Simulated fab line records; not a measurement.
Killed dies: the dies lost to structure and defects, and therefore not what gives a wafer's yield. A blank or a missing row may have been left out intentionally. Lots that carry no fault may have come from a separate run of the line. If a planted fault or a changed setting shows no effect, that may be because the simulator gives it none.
A single fault, viewed from 2 desks    flow gf180mcu    every desk sees just its own numbers, and what lay behind them comes last

FOR THE TOOL OWNER'S DESK: pvdSputter-01
The tool's own readings at GF_M1_SPUTTER_02 (material AlCu, target thk 450 nm, time 23.9 s): means of the sampled wafers that have a number, for each lot that ran on this tool. A lot is out of limits, marked OUT, if its mean lies more than 4 standard deviations from the usual mean; the brackets give that distance.
Columns: A = cathodeDcPowerW at GF_M1_SPUTTER_02, usual 10600 W; B = throttleValvePct at GF_M1_SPUTTER_02, usual 29.6 %
lot   first seen here  A      B
L981  day 16 03:46     10602  30.0
L988  day 19 01:49     10599  30.2
L990  day 19 20:03     10599  30.2
L992  day 20 12:01     10602  30.3
This desk found nothing out of limits on any of the 4 lots.

AT THE METROLOGY DESK
What the gauges read for every lot (on any tool): the sampled wafers with a number, averaged. A lot is out of limits, marked OUT, if its mean lies more than 4 standard deviations from the usual mean; the brackets give that distance.
Columns: A = CONTACT_W_RS at GF_CONTACT_RS_MEAS_25, usual 0.387 ohm/sq; B = M1_ALCU_RS at GF_M1_RS_MEAS_05, usual 0.0695 ohm/sq; C = M1_ALCU_THK at GF_M1_THK_MEAS_06, usual 453 nm
lot   first seen here  A      B       C
L981  day 16 03:11     0.381  0.0709  439
L982  day 16 23:55     0.381  0.0695  458
L988  day 19 01:13     0.396  0.0700  453
L990  day 19 19:26     0.390  0.0670  470
L992  day 20 11:25     0.392  0.0667  469
L997  day 22 06:19     0.385  0.0698  455
L998  day 22 14:42     0.387  0.0688  456
L100  day 23 05:31     0.393  0.0694  453
L101  day 23 13:47     0.380  0.0701  451
L102  day 24 01:26     0.386  0.0687  461
L104  day 24 12:56     0.388  0.0690  448
This desk found nothing out of limits on any of the 11 lots.

TAKEN TOGETHER
The desk of the tool owner found nothing out of limits.
Nothing out of limits was seen by the metrology desk.

WHAT THE SIMULATOR PUT IN
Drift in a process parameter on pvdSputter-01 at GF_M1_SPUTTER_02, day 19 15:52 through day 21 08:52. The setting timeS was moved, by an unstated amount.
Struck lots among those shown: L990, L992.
